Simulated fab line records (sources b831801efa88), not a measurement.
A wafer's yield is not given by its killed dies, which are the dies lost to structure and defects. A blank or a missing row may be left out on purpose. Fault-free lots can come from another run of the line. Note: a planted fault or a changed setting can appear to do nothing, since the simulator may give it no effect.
Which tool was responsible? :: flow gf180mcu :: 24 lots with 72 wafers sampled at 6 steps, on a route of 602 steps

== WHAT THE GAUGES SHOWED, per wafer ==
GF_M3_CD_MEAS_14: the cd target is 280 nm. Usual: cd nm 280.4 nm, standard deviation 1.3.
lot: L074
measured: day 21 14:23
on: cd sem-01
cd nm (nm): 280.6 281.5 281.0
flag: 

lot: L075
measured: day 21 17:33
on: cd sem-01
cd nm (nm): 280.0 281.0 280.2
flag: 

lot: L076
measured: day 22 06:07
on: cd sem-01
cd nm (nm): 282.0 281.1 281.3
flag: 

lot: L077
measured: day 22 11:31
on: cd sem-02
cd nm (nm): 279.2 280.2 278.9
flag: 

lot: L078
measured: day 22 18:29
on: cd sem-01
cd nm (nm): 279.3 280.0 280.0
flag: 

lot: L079
measured: day 23 05:18
on: cd sem-01
cd nm (nm): 280.9 280.3 281.2
flag: 

lot: L080
measured: day 23 14:59
on: cd sem-02
cd nm (nm): 280.8 278.4 279.5
flag: 

lot: L081
measured: day 24 02:11
on: cd sem-01
cd nm (nm): 281.1 281.7 281.7
flag: 

lot: L082
measured: day 24 15:15
on: cd sem-01
cd nm (nm): 280.9 279.9 281.0
flag: 

lot: L083
measured: day 24 17:26
on: cd sem-02
cd nm (nm): 280.3 280.1 281.4
flag: 

lot: L084
measured: day 25 00:58
on: cd sem-02
cd nm (nm): 282.3 280.7 281.8
flag: 

lot: L085
measured: day 25 10:48
on: cd sem-01
cd nm (nm): 281.1 282.3 280.3
flag: 

lot: L086
measured: day 25 19:18
on: cd sem-01
cd nm (nm): 281.5 281.9 281.4
flag: 

lot: L087
measured: day 25 22:30
on: cd sem-02
cd nm (nm): 279.9 280.8 280.5
flag: 

lot: L088
measured: day 26 10:59
on: cd sem-02
cd nm (nm): 281.1 280.9 280.7
flag: 

lot: L089
measured: day 26 16:41
on: cd sem-02
cd nm (nm): 278.0 277.7 278.8
flag: 

lot: L090
measured: day 27 02:28
on: cd sem-01
cd nm (nm): 279.0 278.7 277.9
flag: 

lot: L091
measured: day 27 05:32
on: cd sem-01
cd nm (nm): 279.6 279.7 279.5
flag: 

lot: L092
measured: day 27 11:56
on: cd sem-02
cd nm (nm): 280.2 280.3 280.9
flag: 

lot: L093
measured: day 27 16:13
on: cd sem-02
cd nm (nm): 278.9 280.4 279.0
flag: 

lot: L094
measured: day 28 00:51
on: cd sem-01
cd nm (nm): 279.7 279.8 279.4
flag: 

lot: L095
measured: day 28 06:57
on: cd sem-01
cd nm (nm): 279.6 279.5 279.9
flag: 

lot: L096
measured: day 28 15:55
on: cd sem-01
cd nm (nm): 282.3 282.8 282.9
flag: 

lot: L097
measured: day 28 19:28
on: cd sem-01
cd nm (nm): 282.9 282.2 283.4
flag: 

GF_M4_CD_MEAS_14: the cd target is 280 nm. Usual: cd nm 280.1 nm, standard deviation 1.3.
lot: L074
measured: day 23 15:17
on: cd sem-01
cd nm (nm): 280.8 279.4 279.8
flag: 

lot: L075
measured: day 23 18:52
on: cd sem-02
cd nm (nm): 281.3 281.9 281.6
flag: 

lot: L076
measured: day 24 06:22
on: cd sem-02
cd nm (nm): 280.8 281.3 282.1
flag: 

lot: L077
measured: day 24 12:24
on: cd sem-02
cd nm (nm): 280.9 280.6 280.5
flag: 

lot: L078
measured: day 24 18:16
on: cd sem-01
cd nm (nm): 279.8 280.6 279.0
flag: 

lot: L079
measured: day 25 05:09
on: cd sem-01
cd nm (nm): 280.9 281.9 280.1
flag: 

lot: L080
measured: day 25 14:07
on: cd sem-02
cd nm (nm): 281.2 280.5 280.6
flag: 

lot: L081
measured: day 25 23:25
on: cd sem-01
cd nm (nm): 278.7 278.1 278.6
flag: 

lot: L082
measured: day 26 12:52
on: cd sem-01
cd nm (nm): 278.4 279.1 279.2
flag: 

lot: L083
measured: day 26 15:05
on: cd sem-01
cd nm (nm): 279.6 279.8 278.7
flag: 

lot: L084
measured: day 26 21:38
on: cd sem-01
cd nm (nm): 279.7 279.3 279.4
flag: 

lot: L085
measured: day 27 07:37
on: cd sem-01
cd nm (nm): 278.2 278.7 278.5
flag: 

lot: L086
measured: day 27 15:33
on: cd sem-01
cd nm (nm): 281.2 282.0 280.5
flag: 

lot: L087
measured: day 27 17:33
on: cd sem-01
cd nm (nm): 279.9 280.6 279.9
flag: 

lot: L088
measured: day 28 07:07
on: cd sem-02
cd nm (nm): 277.0 278.4 277.4
flag: 

lot: L089
measured: day 28 12:29
on: cd sem-01
cd nm (nm): 279.0 279.2 279.5
flag: 

lot: L090
measured: day 28 21:11
on: cd sem-01
cd nm (nm): 282.2 282.0 281.6
flag: 

lot: L091
measured: day 28 23:35
on: cd sem-02
cd nm (nm): 280.4 280.9 280.4
flag: 

lot: L092
measured: day 29 06:35
on: cd sem-02
cd nm (nm): 281.8 281.1 280.0
flag: 

lot: L093
measured: day 29 11:06
on: cd sem-01
cd nm (nm): 280.5 279.0 279.7
flag: 

lot: L094
measured: day 29 18:40
on: cd sem-01
cd nm (nm): 281.6 282.6 281.0
flag: 

lot: L095
measured: day 30 01:18
on: cd sem-01
cd nm (nm): 279.5 280.6 279.7
flag: 

lot: L096
measured: day 30 08:47
on: cd sem-02
cd nm (nm): 278.2 279.1 278.0
flag: 

lot: L097
measured: day 30 12:25
on: cd sem-02
cd nm (nm): 280.4 280.8 279.9
flag: 

== EACH LOT AND THE TOOL THAT RAN IT (in order: tool; ch and the chambers of the sampled wafers; start) ==
lot: L074
GF_M3_SPUTTER_02: pvd sputter-02, day 20 14:32
GF_V3_CVD_02: pecvd-01 ch 0,1,2, day 21 15:19
GF_M4_SPUTTER_01: pvd sputter-01, day 22 16:38
GF_M4_SPUTTER_04: pvd sputter-01, day 22 16:43

lot: L075
GF_M3_SPUTTER_02: pvd sputter-03, day 20 18:02
GF_V3_CVD_02: pecvd-03 ch 0,2, day 21 18:29
GF_M4_SPUTTER_01: pvd sputter-01, day 22 19:51
GF_M4_SPUTTER_04: pvd sputter-01, day 22 19:56

lot: L076
GF_M3_SPUTTER_02: pvd sputter-02, day 21 06:50
GF_V3_CVD_02: pecvd-02 ch 1,2, day 22 07:04
GF_M4_SPUTTER_01: pvd sputter-04, day 23 07:52
GF_M4_SPUTTER_04: pvd sputter-04, day 23 07:56

lot: L077
GF_M3_SPUTTER_02: pvd sputter-01, day 21 12:23
GF_V3_CVD_02: pecvd-01 ch 0,1,2, day 22 12:27
GF_M4_SPUTTER_01: pvd sputter-01, day 23 13:32
GF_M4_SPUTTER_04: pvd sputter-01, day 23 13:37

lot: L078
GF_M3_SPUTTER_02: pvd sputter-03, day 21 19:32
GF_V3_CVD_02: pecvd-01 ch 0,1, day 22 19:24
GF_M4_SPUTTER_01: pvd sputter-01, day 23 20:12
GF_M4_SPUTTER_04: pvd sputter-01, day 23 20:17

lot: L079
GF_M3_SPUTTER_02: pvd sputter-02, day 22 06:03
GF_V3_CVD_02: pecvd-03 ch 1,2, day 23 06:14
GF_M4_SPUTTER_01: pvd sputter-02, day 24 06:58
GF_M4_SPUTTER_04: pvd sputter-02, day 24 07:03

lot: L080
GF_M3_SPUTTER_02: pvd sputter-02, day 22 15:53
GF_V3_CVD_02: pecvd-01 ch 0,1, day 23 15:55
GF_M4_SPUTTER_01: pvd sputter-01, day 24 16:30
GF_M4_SPUTTER_04: pvd sputter-01, day 24 16:35

lot: L081
GF_M3_SPUTTER_02: pvd sputter-02, day 23 04:26
GF_V3_CVD_02: pecvd-01 ch 0,1, day 24 03:06
GF_M4_SPUTTER_01: pvd sputter-01, day 25 03:04
GF_M4_SPUTTER_04: pvd sputter-01, day 25 03:08

lot: L082
GF_M3_SPUTTER_02: pvd sputter-01, day 23 16:19
GF_V3_CVD_02: pecvd-02 ch 0,2, day 24 16:11
GF_M4_SPUTTER_01: pvd sputter-02, day 25 16:19
GF_M4_SPUTTER_04: pvd sputter-02, day 25 16:23

lot: L083
GF_M3_SPUTTER_02: pvd sputter-02, day 23 19:18
GF_V3_CVD_02: pecvd-03 ch 0,2, day 24 18:23
GF_M4_SPUTTER_01: pvd sputter-04, day 25 18:05
GF_M4_SPUTTER_04: pvd sputter-04, day 25 18:10

lot: L084
GF_M3_SPUTTER_02: pvd sputter-02, day 24 02:42
GF_V3_CVD_02: pecvd-01 ch 0,2, day 25 02:02
GF_M4_SPUTTER_01: pvd sputter-01, day 26 01:01
GF_M4_SPUTTER_04: pvd sputter-01, day 26 01:06

lot: L085
GF_M3_SPUTTER_02: pvd sputter-02, day 24 13:37
GF_V3_CVD_02: pecvd-03 ch 0,1,2, day 25 11:44
GF_M4_SPUTTER_01: pvd sputter-01, day 26 10:50
GF_M4_SPUTTER_04: pvd sputter-01, day 26 10:55

lot: L086
GF_M3_SPUTTER_02: pvd sputter-02, day 24 22:20
GF_V3_CVD_02: pecvd-02 ch 0,1,2, day 25 20:23
GF_M4_SPUTTER_01: pvd sputter-04, day 26 19:13
GF_M4_SPUTTER_04: pvd sputter-04, day 26 19:18

lot: L087
GF_M3_SPUTTER_02: pvd sputter-03, day 25 01:46
GF_V3_CVD_02: pecvd-02 ch 0,1, day 25 23:34
GF_M4_SPUTTER_01: pvd sputter-01, day 26 21:35
GF_M4_SPUTTER_04: pvd sputter-01, day 26 21:40

lot: L088
GF_M3_SPUTTER_02: pvd sputter-02, day 25 13:49
GF_V3_CVD_02: pecvd-01 ch 0,1,2, day 26 11:53
GF_M4_SPUTTER_01: pvd sputter-02, day 27 10:51
GF_M4_SPUTTER_04: pvd sputter-02, day 27 10:56

lot: L089
GF_M3_SPUTTER_02: pvd sputter-02, day 25 19:56
GF_V3_CVD_02: pecvd-02 ch 0,1,2, day 26 17:56
GF_M4_SPUTTER_01: pvd sputter-04, day 27 16:43
GF_M4_SPUTTER_04: pvd sputter-04, day 27 16:48

lot: L090
GF_M3_SPUTTER_02: pvd sputter-01, day 26 06:05
GF_V3_CVD_02: pecvd-03 ch 0,1,2, day 27 03:44
GF_M4_SPUTTER_01: pvd sputter-01, day 28 01:17
GF_M4_SPUTTER_04: pvd sputter-01, day 28 01:22

lot: L091
GF_M3_SPUTTER_02: pvd sputter-03, day 26 08:56
GF_V3_CVD_02: pecvd-01 ch 0,1,2, day 27 06:34
GF_M4_SPUTTER_01: pvd sputter-02, day 28 03:37
GF_M4_SPUTTER_04: pvd sputter-02, day 28 03:41

lot: L092
GF_M3_SPUTTER_02: pvd sputter-01, day 26 16:26
GF_V3_CVD_02: pecvd-03 ch 0,2, day 27 12:52
GF_M4_SPUTTER_01: pvd sputter-01, day 28 10:41
GF_M4_SPUTTER_04: pvd sputter-01, day 28 10:46

lot: L093
GF_M3_SPUTTER_02: pvd sputter-02, day 26 20:10
GF_V3_CVD_02: pecvd-03 ch 1,2, day 27 17:11
GF_M4_SPUTTER_01: pvd sputter-01, day 28 15:26
GF_M4_SPUTTER_04: pvd sputter-01, day 28 15:31

lot: L094
GF_M3_SPUTTER_02: pvd sputter-02, day 27 05:17
GF_V3_CVD_02: pecvd-02 ch 0,1, day 28 01:49
GF_M4_SPUTTER_01: pvd sputter-01, day 28 23:29
GF_M4_SPUTTER_04: pvd sputter-01, day 28 23:34

lot: L095
GF_M3_SPUTTER_02: pvd sputter-01, day 27 11:51
GF_V3_CVD_02: pecvd-01 ch 0,1,2, day 28 07:56
GF_M4_SPUTTER_01: pvd sputter-04, day 29 06:01
GF_M4_SPUTTER_04: pvd sputter-04, day 29 06:06

lot: L096
GF_M3_SPUTTER_02: pvd sputter-02, day 27 20:44
GF_V3_CVD_02: pecvd-01 ch 1,2, day 28 16:50
GF_M4_SPUTTER_01: pvd sputter-02, day 29 14:13
GF_M4_SPUTTER_04: pvd sputter-02, day 29 14:17

lot: L097
GF_M3_SPUTTER_02: pvd sputter-01, day 27 23:59
GF_V3_CVD_02: pecvd-01 ch 0,1,2, day 28 20:24
GF_M4_SPUTTER_01: pvd sputter-01, day 29 17:55
GF_M4_SPUTTER_04: pvd sputter-01, day 29 17:59
- GF_M3_SPUTTER_02: material AlCu, target thk 450 nm, time 23.9 s.
- GF_V3_CVD_02: deposits SiO2 from TEOS, target thk 850 nm, time 94.851 s.
- GF_M4_SPUTTER_01: material TiN, target thk 30 nm, time 25 s.
- GF_M4_SPUTTER_04: material TiN, target thk 50 nm, time 41.7 s.

== AS READ BY THE TOOLS THEMSELVES (means over the sampled wafers that have a number; for cases with no such wafer, the mark the record gives instead) ==
GF_M3_SPUTTER_02. Usual: cathode dc power W 10600 W, standard deviation 2; throttle valve pct 30.1 %, standard deviation 0.98.
lot: L074
tool: pvd sputter-02
cathode dc power W (W): 10599
throttle valve pct (%): 29.8
flag: 

lot: L075
tool: pvd sputter-03
cathode dc power W (W): 10600
throttle valve pct (%): 29.1
flag: 

lot: L076
tool: pvd sputter-02
cathode dc power W (W): 10601
throttle valve pct (%): 30.1
flag: 

lot: L077
tool: pvd sputter-01
cathode dc power W (W): 10600
throttle valve pct (%): 31.3
flag: 

lot: L078
tool: pvd sputter-03
cathode dc power W (W): 10601
throttle valve pct (%): 29.5
flag: 

lot: L079
tool: pvd sputter-02
cathode dc power W (W): 10599
throttle valve pct (%): 30.1
flag: 

lot: L080
tool: pvd sputter-02
cathode dc power W (W): 10599
throttle valve pct (%): 29.8
flag: 

lot: L081
tool: pvd sputter-02
cathode dc power W (W): 10599
throttle valve pct (%): 29.5
flag: 

lot: L082
tool: pvd sputter-01
cathode dc power W (W): 10600
throttle valve pct (%): 30.6
flag: 

lot: L083
tool: pvd sputter-02
cathode dc power W (W): 10600
throttle valve pct (%): 30.3
flag: 

lot: L084
tool: pvd sputter-02
cathode dc power W (W): 10600
throttle valve pct (%): 30.3
flag: 

lot: L085
tool: pvd sputter-02
cathode dc power W (W): 10599
throttle valve pct (%): 29.4
flag: 

lot: L086
tool: pvd sputter-02
cathode dc power W (W): 10599
throttle valve pct (%): 29.9
flag: 

lot: L087
tool: pvd sputter-03
cathode dc power W (W): 10599
throttle valve pct (%): 30.1
flag: 

lot: L088
tool: pvd sputter-02
cathode dc power W (W): 10599
throttle valve pct (%): 30.1
flag: 

lot: L089
tool: pvd sputter-02
cathode dc power W (W): 10599
throttle valve pct (%): 30.2
flag: 

lot: L090
tool: pvd sputter-01
cathode dc power W (W): 10599
throttle valve pct (%): 29.8
flag: 

lot: L091
tool: pvd sputter-03
cathode dc power W (W): 10600
throttle valve pct (%): 29.7
flag: 

lot: L092
tool: pvd sputter-01
cathode dc power W (W): 10600
throttle valve pct (%): 31.1
flag: 

lot: L093
tool: pvd sputter-02
cathode dc power W (W): 10601
throttle valve pct (%): 30.2
flag: 

lot: L094
tool: pvd sputter-02
cathode dc power W (W): 10600
throttle valve pct (%): 30.2
flag: 

lot: L095
tool: pvd sputter-01
cathode dc power W (W): 10601
throttle valve pct (%): 31.6
flag: 

lot: L096
tool: pvd sputter-02
cathode dc power W (W): 10600
throttle valve pct (%): 30.4
flag: 

lot: L097
tool: pvd sputter-01
cathode dc power W (W): 10602
throttle valve pct (%): 30.3
flag: 

GF_V3_CVD_02. Usual: heater power w 675 W, standard deviation 93.
lot: L074
tool: pecvd-01
heater power w (W): 742
flag: 

lot: L075
tool: pecvd-03
heater power w (W): 588
flag: 

lot: L076
tool: pecvd-02
heater power w (W): 660
flag: 

lot: L077
tool: pecvd-01
heater power w (W): 712
flag: 

lot: L078
tool: pecvd-01
heater power w (W): 817
flag: 

lot: L079
tool: pecvd-03
heater power w (W): 660
flag: 

lot: L080
tool: pecvd-01
heater power w (W): 768
flag: 

lot: L081
tool: pecvd-01
heater power w (W): 714
flag: 

lot: L082
tool: pecvd-02
heater power w (W): 703
flag: 

lot: L083
tool: pecvd-03
heater power w (W): 550
flag: 

lot: L084
tool: pecvd-01
heater power w (W): 592
flag: 

lot: L085
tool: pecvd-03
heater power w (W): 614
flag: 

lot: L086
tool: pecvd-02
heater power w (W): 665
flag: 

lot: L087
tool: pecvd-02
heater power w (W): 663
flag: 

lot: L088
tool: pecvd-01
heater power w (W): 745
flag: 

lot: L089
tool: pecvd-02
heater power w (W): 653
flag: 

lot: L090
tool: pecvd-03
heater power w (W): 627
flag: 

lot: L091
tool: pecvd-01
heater power w (W): 710
flag: 

lot: L092
tool: pecvd-03
heater power w (W): 581
flag: 

lot: L093
tool: pecvd-03
heater power w (W): 673
flag: 

lot: L094
tool: pecvd-02
heater power w (W): 631
flag: 

lot: L095
tool: pecvd-01
heater power w (W): 760
flag: 

lot: L096
tool: pecvd-01
heater power w (W): 737
flag: 

lot: L097
tool: pecvd-01
heater power w (W): 749
flag: 

GF_M4_SPUTTER_01. Usual: cathode dc power W 6500.2 W, standard deviation 1.2; throttle valve pct 30.2 %, standard deviation 1.1.
lot: L074
tool: pvd sputter-01
cathode dc power W (W): 6500.0
throttle valve pct (%): 30.1
flag: 

lot: L075
tool: pvd sputter-01
cathode dc power W (W): 6500.1
throttle valve pct (%): 30.7
flag: 

lot: L076
tool: pvd sputter-04
cathode dc power W (W): 6500.1
throttle valve pct (%): 29.0
flag: 

lot: L077
tool: pvd sputter-01
cathode dc power W (W): 6500.8
throttle valve pct (%): 30.9
flag: 

lot: L078
tool: pvd sputter-01
cathode dc power W (W): 6500.6
throttle valve pct (%): 30.3
flag: 

lot: L079
tool: pvd sputter-02
cathode dc power W (W): 6500.3
throttle valve pct (%): 30.2
flag: 

lot: L080
tool: pvd sputter-01
cathode dc power W (W): 6499.9
throttle valve pct (%): 30.6
flag: 

lot: L081
tool: pvd sputter-01
cathode dc power W (W): 6501.1
throttle valve pct (%): 30.6
flag: 

lot: L082
tool: pvd sputter-02
cathode dc power W (W): 6500.4
throttle valve pct (%): 30.4
flag: 

lot: L083
tool: pvd sputter-04
cathode dc power W (W): 6500.0
throttle valve pct (%): 29.1
flag: 

lot: L084
tool: pvd sputter-01
cathode dc power W (W): 6500.3
throttle valve pct (%): 31.3
flag: 

lot: L085
tool: pvd sputter-01
cathode dc power W (W): 6499.5
throttle valve pct (%): 30.5
flag: 

lot: L086
tool: pvd sputter-04
cathode dc power W (W): 6500.1
throttle valve pct (%): 29.0
flag: 

lot: L087
tool: pvd sputter-01
cathode dc power W (W): 6499.5
throttle valve pct (%): 30.5
flag: 

lot: L088
tool: pvd sputter-02
cathode dc power W (W): 6500.4
throttle valve pct (%): 29.8
flag: 

lot: L089
tool: pvd sputter-04
cathode dc power W (W): 6499.9
throttle valve pct (%): 29.4
flag: 

lot: L090
tool: pvd sputter-01
cathode dc power W (W): 6500.1
throttle valve pct (%): 30.6
flag: 

lot: L091
tool: pvd sputter-02
cathode dc power W (W): 6500.2
throttle valve pct (%): 29.7
flag: 

lot: L092
tool: pvd sputter-01
cathode dc power W (W): 6501.2
throttle valve pct (%): 30.3
flag: 

lot: L093
tool: pvd sputter-01
cathode dc power W (W): 6500.0
throttle valve pct (%): 31.3
flag: 

lot: L094
tool: pvd sputter-01
cathode dc power W (W): 6500.3
throttle valve pct (%): 29.7
flag: 

lot: L095
tool: pvd sputter-04
cathode dc power W (W): 6500.2
throttle valve pct (%): 29.1
flag: 

lot: L096
tool: pvd sputter-02
cathode dc power W (W): 6499.3
throttle valve pct (%): 30.1
flag: 

lot: L097
tool: pvd sputter-01
cathode dc power W (W): 6501.5
throttle valve pct (%): 31.2
flag: 

GF_M4_SPUTTER_04. Usual: cathode dc power W 6500.0 W, standard deviation 1.1; throttle valve pct 30.2 %, standard deviation 1.1.
lot: L074
tool: pvd sputter-01
cathode dc power W (W): 6500.3
throttle valve pct (%): 30.1
flag: 

lot: L075
tool: pvd sputter-01
cathode dc power W (W): 6500.0
throttle valve pct (%): 30.5
flag: 

lot: L076
tool: pvd sputter-04
cathode dc power W (W): 6500.0
throttle valve pct (%): 29.0
flag: 

lot: L077
tool: pvd sputter-01
cathode dc power W (W): 6499.9
throttle valve pct (%): 30.6
flag: 

lot: L078
tool: pvd sputter-01
cathode dc power W (W): 6499.4
throttle valve pct (%): 30.2
flag: 

lot: L079
tool: pvd sputter-02
cathode dc power W (W): 6500.9
throttle valve pct (%): 30.2
flag: 

lot: L080
tool: pvd sputter-01
cathode dc power W (W): 6500.2
throttle valve pct (%): 30.5
flag: 

lot: L081
tool: pvd sputter-01
cathode dc power W (W): 6500.3
throttle valve pct (%): 30.3
flag: 

lot: L082
tool: pvd sputter-02
cathode dc power W (W): 6501.2
throttle valve pct (%): 30.2
flag: 

lot: L083
tool: pvd sputter-04
cathode dc power W (W): 6500.7
throttle valve pct (%): 28.9
flag: 

lot: L084
tool: pvd sputter-01
cathode dc power W (W): 6500.1
throttle valve pct (%): 31.3
flag: 

lot: L085
tool: pvd sputter-01
cathode dc power W (W): 6499.7
throttle valve pct (%): 30.3
flag: 

lot: L086
tool: pvd sputter-04
cathode dc power W (W): 6500.5
throttle valve pct (%): 28.9
flag: 

lot: L087
tool: pvd sputter-01
cathode dc power W (W): 6499.7
throttle valve pct (%): 30.5
flag: 

lot: L088
tool: pvd sputter-02
cathode dc power W (W): 6499.1
throttle valve pct (%): 29.7
flag: 

lot: L089
tool: pvd sputter-04
cathode dc power W (W): 6500.0
throttle valve pct (%): 29.6
flag: 

lot: L090
tool: pvd sputter-01
cathode dc power W (W): 6499.8
throttle valve pct (%): 30.6
flag: 

lot: L091
tool: pvd sputter-02
cathode dc power W (W): 6499.7
throttle valve pct (%): 29.8
flag: 

lot: L092
tool: pvd sputter-01
cathode dc power W (W): 6500.9
throttle valve pct (%): 30.2
flag: 

lot: L093
tool: pvd sputter-01
cathode dc power W (W): 6499.1
throttle valve pct (%): 31.1
flag: 

lot: L094
tool: pvd sputter-01
cathode dc power W (W): 6499.7
throttle valve pct (%): 29.7
flag: 

lot: L095
tool: pvd sputter-04
cathode dc power W (W): 6499.8
throttle valve pct (%): 29.0
flag: 

lot: L096
tool: pvd sputter-02
cathode dc power W (W): 6499.1
throttle valve pct (%): 30.1
flag: 

lot: L097
tool: pvd sputter-01
cathode dc power W (W): 6500.5
throttle valve pct (%): 31.0
flag: 

== THE ANSWER, worked out from the rows above alone ==
Rule: take the mean of a lot's wafers that have a number; if it is more than 3 standard deviations from the usual mean, the lot is off. A lot without any number at a reading at which 4 lots or more have one is off too. Any other lot the step has rows for is counted as sound. The gauges are gone through in route order, then the tools' own readings, and for those a lot's mean is taken as printed above. At the first step where some lot is off, the reading lying furthest off is the one used; lots without a number count as furthest.
Nothing can be told from this: no lot is off at any reading shown.

== WHAT THE SIMULATOR HAD INSERTED ==
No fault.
